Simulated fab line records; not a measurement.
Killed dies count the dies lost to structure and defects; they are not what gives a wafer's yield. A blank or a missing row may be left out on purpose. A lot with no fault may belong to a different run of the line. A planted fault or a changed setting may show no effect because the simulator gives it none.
Chamber matching | flow gf180mcu | GF_V5_CVD_00 on hdpcvd-02: 3 sister chambers
The step deposits SiO2, target thk 300 nm, time 50 s. 3 wafers are shown with their chamber, then 8 later ones without.

EACH WAFER AND ITS CHAMBER
wafer  | chamber | pressure mtorr (mTorr)
L774.2 | 0       | 6.005
L774.3 | 2       | 5.987
L785.4 | 1       | 6.004

WAFERS WITH NO CHAMBER GIVEN
wafer  | pressure mtorr (mTorr)
L785.5 | 6.002
L785.6 | 5.984
L788.2 | 6.009
L788.3 | 6.006
L788.6 | 6.012
L791.4 | 6.011
L791.5 | 6.004
L791.6 | 5.992

CHAMBER TAKEN BY EACH
wafer  | from the rows above          | in truth
L785.5 | can't be placed: 1 or 0      | 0
L785.6 | 2                            | 2
L788.2 | can't be placed: 0 or 1      | 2
L788.3 | can't be placed: 0 or 1      | 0
L788.6 | can't be placed: 0 or 1      | 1
L791.4 | can't be placed: 0 or 1      | 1
L791.5 | can't be placed: 1 or 0      | 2
L791.6 | can't be placed: 2 or 1 or 0 | 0
Correct placement for 1 of the 8. Not placeable from these rows: 7 (in 5, the candidates include the true chamber). 0 placed wrongly.
How it was worked out, from the rows above alone: a wafer's distance from a chamber is the root of the sum, over the readings, of the square of ((its reading less the chamber's mean) divided by the reading's scatter). If the next closest chamber is less than 2 further off than the closest, the wafer can't be placed; otherwise it belongs to the closest. The mean given for a chamber averages the wafers shown for that chamber. The scatter (one wafer shown for each chamber): square how far every hidden wafer sits from the nearest shown wafer, average those squares and take the square root.
